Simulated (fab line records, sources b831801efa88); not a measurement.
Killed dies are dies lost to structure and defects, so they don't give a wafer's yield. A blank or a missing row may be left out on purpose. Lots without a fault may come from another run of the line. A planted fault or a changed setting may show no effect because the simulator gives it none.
Chamber matching | flow sky130 | SKY_VIA1_CMP_02 on cmp-02: 4 sister chambers
The step polishes SiO2. 4 wafers are shown with their chamber, then 7 later ones without.

WAFERS WITH THEIR CHAMBER
wafer  | chamber | motor_current_A (A)
L106.1 | 1       | 11.6
L106.5 | 3       | 13.1
L108.2 | 0       | 13.4
L108.4 | 2       | 11.3

WAFERS WITHOUT THEIR CHAMBER
wafer  | motor_current_A (A)
L108.6 | 11.6
L109.1 | 13.8
L109.3 | 11.7
L109.5 | 11.5
L122.3 | 11.3
L122.4 | 12.8
L122.5 | 10.9

WHICH CHAMBER EACH WENT THROUGH
wafer  | from the rows above     | in truth
L108.6 | can't be placed: 1 or 2 | 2
L109.1 | can't be placed: 0 or 3 | 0
L109.3 | can't be placed: 1 or 2 | 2
L109.5 | can't be placed: 1 or 2 | 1
L122.3 | can't be placed: 2 or 1 | 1
L122.4 | can't be placed: 3 or 0 | 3
L122.5 | can't be placed: 2 or 1 | 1
Placed correctly: 0 of 7. Can't be placed from these rows: 7 (the true chamber is among the candidates in 7). Placed wrongly: 0.
How it was worked out, from the rows above alone: a wafer's distance from a chamber is the root of the sum, over the readings, of the square of ((its reading less the chamber's mean) divided by the reading's scatter). The wafer belongs to the nearest chamber; if the next one is less than 2 further off, it can't be placed. A chamber's mean is the mean of its shown wafers. The scatter: with one shown wafer a chamber, the root of the mean of the squares of how far each hidden wafer lies from its nearest shown one.
